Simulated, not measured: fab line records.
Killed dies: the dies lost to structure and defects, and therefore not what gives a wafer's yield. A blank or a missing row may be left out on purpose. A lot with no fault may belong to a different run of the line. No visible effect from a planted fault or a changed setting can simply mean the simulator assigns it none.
Matching of chambers / flow gf180mcu / GF_V5_CMP_04 on cmp-02: 4 sister chambers
The step polishes SiO2. 16 wafers are shown with their chamber, then 8 later ones without.

== WAFERS, EACH WITH ITS CHAMBER ==
wafer=L654.2; chamber=0; motor-current-A (A)=8.8; edge-zone-pressure-frac=1.001
wafer=L654.3; chamber=2; motor-current-A (A)=13.2; edge-zone-pressure-frac=1.002
wafer=L654.6; chamber=2; motor-current-A (A)=13.3; edge-zone-pressure-frac=0.995
wafer=L655.1; chamber=0; motor-current-A (A)=8.6; edge-zone-pressure-frac=1.002
wafer=L655.3; chamber=2; motor-current-A (A)=13.7; edge-zone-pressure-frac=0.991
wafer=L655.4; chamber=1; motor-current-A (A)=14.5; edge-zone-pressure-frac=0.996
wafer=L658.1; chamber=2; motor-current-A (A)=13.6; edge-zone-pressure-frac=0.997
wafer=L658.2; chamber=1; motor-current-A (A)=14.3; edge-zone-pressure-frac=1.009
wafer=L658.6; chamber=1; motor-current-A (A)=13.3; edge-zone-pressure-frac=1.006
wafer=L659.1; chamber=3; motor-current-A (A)=10.0; edge-zone-pressure-frac=1.006
wafer=L659.5; chamber=3; motor-current-A (A)=10.4; edge-zone-pressure-frac=1.003
wafer=L659.6; chamber=0; motor-current-A (A)=9.4; edge-zone-pressure-frac=1.000
wafer=L665.3; chamber=0; motor-current-A (A)=9.4; edge-zone-pressure-frac=0.999
wafer=L665.4; chamber=2; motor-current-A (A)=13.2; edge-zone-pressure-frac=0.996
wafer=L665.5; chamber=0; motor-current-A (A)=9.5; edge-zone-pressure-frac=1.007
wafer=L666.3; chamber=3; motor-current-A (A)=10.5; edge-zone-pressure-frac=1.002

SIGNATURES, as means of the wafers listed above
reading=motor-current-A; chamber 0=9.140; chamber 1=14.033; chamber 2=13.400; chamber 3=10.300; scatter within a chamber=0.394
reading=edge-zone-pressure-frac; chamber 0=1.00180; chamber 1=1.00367; chamber 2=0.99620; chamber 3=1.00367; scatter within a chamber=0.00411
Rule: a wafer lies at a distance from a chamber equal to the root of the sum of squares, over the readings, of (its reading less the chamber's mean, divided by the reading's scatter). If the next closest chamber is less than 2 further off than the closest, the wafer can't be placed; otherwise it belongs to the closest. The scatter: the root of (the sum of the squares of (reading less its chamber's mean) over the shown wafers, divided by (wafers less chambers)).

== WAFERS MISSING THEIR CHAMBER ==
wafer=L666.4; motor-current-A (A)=12.9; edge-zone-pressure-frac=0.999
wafer=L666.5; motor-current-A (A)=13.0; edge-zone-pressure-frac=1.000
wafer=L674.3; motor-current-A (A)=9.9; edge-zone-pressure-frac=1.001
wafer=L674.4; motor-current-A (A)=10.5; edge-zone-pressure-frac=0.998
wafer=L674.5; motor-current-A (A)=14.0; edge-zone-pressure-frac=1.006
wafer=L676.2; motor-current-A (A)=9.9; edge-zone-pressure-frac=0.998
wafer=L676.4; motor-current-A (A)=13.3; edge-zone-pressure-frac=1.004
wafer=L676.6; motor-current-A (A)=13.8; edge-zone-pressure-frac=0.998

== CHAMBER TAKEN BY EACH ==
wafer=L666.4; from the rows above=can't be placed: 2 or 1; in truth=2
wafer=L666.5; from the rows above=can't be placed: 2 or 1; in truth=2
wafer=L674.3; from the rows above=can't be placed: 3 or 0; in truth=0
wafer=L674.4; from the rows above=3; in truth=3
wafer=L674.5; from the rows above=1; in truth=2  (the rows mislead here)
wafer=L676.2; from the rows above=can't be placed: 3 or 0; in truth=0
wafer=L676.4; from the rows above=can't be placed: 1 or 2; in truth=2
wafer=L676.6; from the rows above=can't be placed: 2 or 1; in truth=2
Placed correctly: 1 of 8. From these rows, 6 cannot be placed; in 6 the true chamber is one of the candidates. Number placed wrongly: 1.
